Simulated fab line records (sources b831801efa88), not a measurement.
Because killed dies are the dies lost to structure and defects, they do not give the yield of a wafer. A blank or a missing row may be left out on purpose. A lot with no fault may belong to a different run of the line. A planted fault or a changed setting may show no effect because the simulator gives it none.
A lot that was struck, set against a sound lot || flow sfq-line || 42 out of 325 route steps
Sound: the wafers L247.4, L247.5, L247.6. Struck: wafer L259.1 (L259.2, L259.6, from the same lot, were not struck and are left out); the cause is given at the end.
Each step with rows lists, per side, the tool, then ch with its chambers, then its first start. Under that, the readings that differ: sound wafers || struck wafers || difference of the means || sigmas: that difference in standard deviations of wafers without a fault.
alike: a reading whose means differ by less than 2 such deviations, as well as words and numbers matching on both sides. not compared: withheld readings; readings where some wafer has no value; bounds like >300 that might hide an equal value; numbers whose values overlap and for which the record gives no deviation.
The two part at a step that has a row with sigmas, a row that says differs or no value, or rows on one side only. Non-overlapping numbers with no deviation appear without sigmas and do not part them. A reading that every wafer of one side lacks parts them only if that side has two wafers or more.

first, 6 steps without rows for these wafers: SFQ_TRILAYER_M2_LITHO_COAT_062 (resist thk 62 nm); SFQ_TRILAYER_M2_LITHO_COAT_057 (resist thk 600 nm); SFQ_TRILAYER_M2_LITHO_SOFTBAKE_061; SFQ_TRILAYER_M2_LITHO_EXPOSE_058 (exposes mask M2, target cd 500 nm); SFQ_TRILAYER_M2_LITHO_PEB_060 (peb time 60 s); SFQ_TRILAYER_M2_LITHO_DEVELOP_059 (time 60 s).
SFQ_M2_OVL_MEAS_916:
  sound: overlay-02 at day 23 01:35; struck: overlay-02 at day 34 23:07
  alike: M2_OVL
then, 4 steps without rows for these wafers: SFQ_TRILAYER_M2_BARC_OPEN_METAL_ETCH_077 (etches BARC in O2, target depth 125 nm, time 41.7 s); SFQ_TRILAYER_M2_ETCH_METAL_ETCH_060 (etches Nb in Cl2/Ar, stops on SiO2, target depth 240 nm, time 120 s); SFQ_TRILAYER_M2_STRIP_STRIP_061 (strips in O2); SFQ_TRILAYER_M2_STRIP_SOLV_CLEAN_062 (cleans in NMP, time 600 s).
SFQ_TRILAYER_I2_DEP_PECVD_063: deposits SiO2 from SiH4/N2O, time 111.11 s, target thk 500 nm.
  sound on pecvd-03 ch 0,1,2, day 23 02:36; struck on pecvd-03 ch 0, day 35 00:06
  alike: heater-power-w, rf-fwd-power-W, throttle-valve-pct
SFQ_TRILAYER_I2_CMP_CMP_064: polishes SiO2.
  sound on cmp-02 ch 0,2,3, day 23 04:41; struck on cmp-01 ch 1, day 35 01:17
{"reading": "motor-current-A (A)", "sound": "9.4 10.2 8.8", "struck": 12.3, "difference": "+2.8", "sigmas": "+3"}
{"reading": "time-to-endpoint-s (s)", "sound": "210 217 215", "struck": 233, "difference": "+19", "sigmas": "+3"}
{"reading": "model.SiO2_of_TRILAYER_I2_DEP_PECVD_063.thk-nm (nm)", "sound": "200.6 199.9 199.7", "struck": 180.1, "difference": -20.0, "sigmas": ""}
  alike: head-pressure-psi
SFQ_I2_BOW_MEAS_917:
  sound: film-metro-01 at day 23 06:45; struck: film-metro-01 at day 35 03:47
  alike: I2_BOW
SFQ_TRILAYER_I2_METRO_MEASURE_065:
  sound: film-metro-01 at day 23 07:25; struck: film-metro-01 at day 35 03:54
{"reading": "thk-nm (nm)", "sound": "200.7 199.9 199.8", "struck": 180.2, "difference": -19.9, "sigmas": -22}
then, 6 steps without rows for these wafers: SFQ_TRILAYER_I2_VIA_LITHO_COAT_072 (resist thk 62 nm); SFQ_TRILAYER_I2_VIA_LITHO_COAT_067 (resist thk 650 nm); SFQ_TRILAYER_I2_VIA_LITHO_SOFTBAKE_071; SFQ_TRILAYER_I2_VIA_LITHO_EXPOSE_068 (exposes mask I2, target cd 500 nm); SFQ_TRILAYER_I2_VIA_LITHO_PEB_070 (peb time 60 s); SFQ_TRILAYER_I2_VIA_LITHO_DEVELOP_069 (time 60 s).
-- the record jumps here: 6 days lie between the struck wafers' starts before and after --
SFQ_I2_OVL_MEAS_918:
  sound: overlay-02 at day 29 18:29; struck: overlay-01 at day 40 17:55
  alike: I2_OVL
then, 1 step without rows for these wafers: SFQ_TRILAYER_I2_VIA_BARC_OPEN_VIA_ETCH_096 (etches BARC in O2, target depth 125 nm, time 41.7 s).
SFQ_TRILAYER_I2_VIA_ETCH_VIA_ETCH_070: etches SiO2 in CHF3, stops on Nb, target depth 260 nm.
  sound on rie-diel-02 ch 2,3, day 29 18:32; struck on rie-diel-02 ch 0, day 40 17:59
{"reading": "oes-product-au (a.u.)", "sound": "0.845 0.854 0.860", "struck": 0.802, "difference": -0.051, "sigmas": -10}
{"reading": "model.I2.feature-depth-nm (nm)", "sound": "200.6 199.9 199.7", "struck": 180.1, "difference": -20.0, "sigmas": ""}
{"reading": "model.etch.depth-nm (nm)", "sound": "200.6 199.9 199.7", "struck": 180.1, "difference": -20.0, "sigmas": ""}
  alike: drypump-motor-current-A, rf-fwd-power-W
SFQ_TRILAYER_I2_VIA_STRIP_STRIP_071: strips in O2.
  sound on rie-metal-01 ch 0,1, day 29 18:51; struck on rie-metal-03 ch 1, day 40 18:06
{"reading": "oes-product-au (a.u.)", "sound": "1.003 1.010 1.003", "struck": 0.988, "difference": -0.017, "sigmas": -3}
{"reading": "rf-hours-counter-h (h)", "sound": "- - -", "struck": 111, "difference": "no value on the sound wafers", "sigmas": ""}
  alike: drypump-motor-current-A
then, 1 step without rows for these wafers: SFQ_TRILAYER_I2_VIA_STRIP_SOLV_CLEAN_072 (cleans in NMP, time 600 s).
SFQ_TRILAYER_M3_DEP_PRE_CLEAN_074: time 22.5 s.
  sound: pvd-sputter-05 at day 29 19:25; struck: pvd-sputter-05 at day 40 18:52
{"reading": "model.SiO2_of_TRILAYER_I2_DEP_PECVD_063.thk-nm (nm)", "sound": "193.1 192.4 192.2", "struck": 172.6, "difference": -20.0, "sigmas": ""}
SFQ_TRILAYER_M3_DEP_SPUTTER_073: material Nb, target thk 200 nm, time 133.3 s.
  sound: pvd-sputter-05 at day 29 19:27; struck: pvd-sputter-05 at day 40 18:54
  alike: cathode-dc-power-W, throttle-valve-pct
SFQ_M3_RS_MEAS_919: the measuring method here is four-point-probe.
  sound: film-metro-01 at day 29 19:36; struck: film-metro-03 at day 40 18:59
  alike: M3_NB_RS
then, 6 steps without rows for these wafers: SFQ_TRILAYER_M3_LITHO_COAT_080 (resist thk 62 nm); SFQ_TRILAYER_M3_LITHO_COAT_075 (resist thk 600 nm); SFQ_TRILAYER_M3_LITHO_SOFTBAKE_079; SFQ_TRILAYER_M3_LITHO_EXPOSE_076 (exposes mask M3, target cd 500 nm); SFQ_TRILAYER_M3_LITHO_PEB_078 (peb time 60 s); SFQ_TRILAYER_M3_LITHO_DEVELOP_077 (time 60 s).
-- the record jumps here: 5 days lie between the struck wafers' starts before and after --
SFQ_M3_OVL_MEAS_921:
  sound: overlay-02 at day 35 15:55; struck: overlay-01 at day 45 15:22
  alike: M3_OVL
SFQ_TRILAYER_M3_BARC_OPEN_METAL_ETCH_100: etches BARC in O2, target depth 125 nm, time 41.7 s.
  sound on rie-metal-01 ch 0,1, day 35 15:58; struck on rie-metal-01 ch 1, day 45 15:24
{"reading": "rf-hours-counter-h (h)", "sound": "- - -", "struck": 91, "difference": "no value on the sound wafers", "sigmas": ""}
  alike: drypump-motor-current-A, oes-product-au, rf-fwd-power-W
then, 1 step without rows for these wafers: SFQ_TRILAYER_M3_ETCH_METAL_ETCH_078 (etches Nb in Cl2/Ar, stops on SiO2, target depth 240 nm, time 120 s).
SFQ_TRILAYER_M3_STRIP_STRIP_079: strips in O2.
  sound on rie-metal-01 ch 0,1, day 35 16:20; struck on rie-metal-01 ch 1, day 45 15:35
{"reading": "rf-hours-counter-h (h)", "sound": "- - -", "struck": 91, "difference": "no value on the sound wafers", "sigmas": ""}
  alike: drypump-motor-current-A, oes-product-au
then, 2 steps without rows for these wafers: SFQ_TRILAYER_M3_STRIP_SOLV_CLEAN_080 (cleans in NMP, time 600 s); SFQ_TRILAYER_I3_DEP_PECVD_081 (deposits SiO2 from SiH4/N2O, time 111.11 s, target thk 500 nm).
-- the record jumps here: 35 days lie between the struck wafers' starts before and after --
SFQ_M8_BOW_MEAS_951:
  sound: film-metro-02 at day 75 06:26; struck: film-metro-04 at day 80 09:31
{"reading": "M8_BOW (um)", "sound": "5 -4 16", "struck": 32, "difference": "+26", "sigmas": "+2"}
{"reading": "model.etest.i2.link-ohm", "sound": "1.981 1.981 1.968", "struck": 1.938, "difference": -0.039, "sigmas": ""}

## WHERE THEY PART
First at SFQ_TRILAYER_I2_CMP_CMP_064; last, within this record, at SFQ_M8_BOW_MEAS_951.

WHY: what had been put in by the simulator
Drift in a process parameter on cmp-01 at SFQ_TRILAYER_I2_CMP_CMP_064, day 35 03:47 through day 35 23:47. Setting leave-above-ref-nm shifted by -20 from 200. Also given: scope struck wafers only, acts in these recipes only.
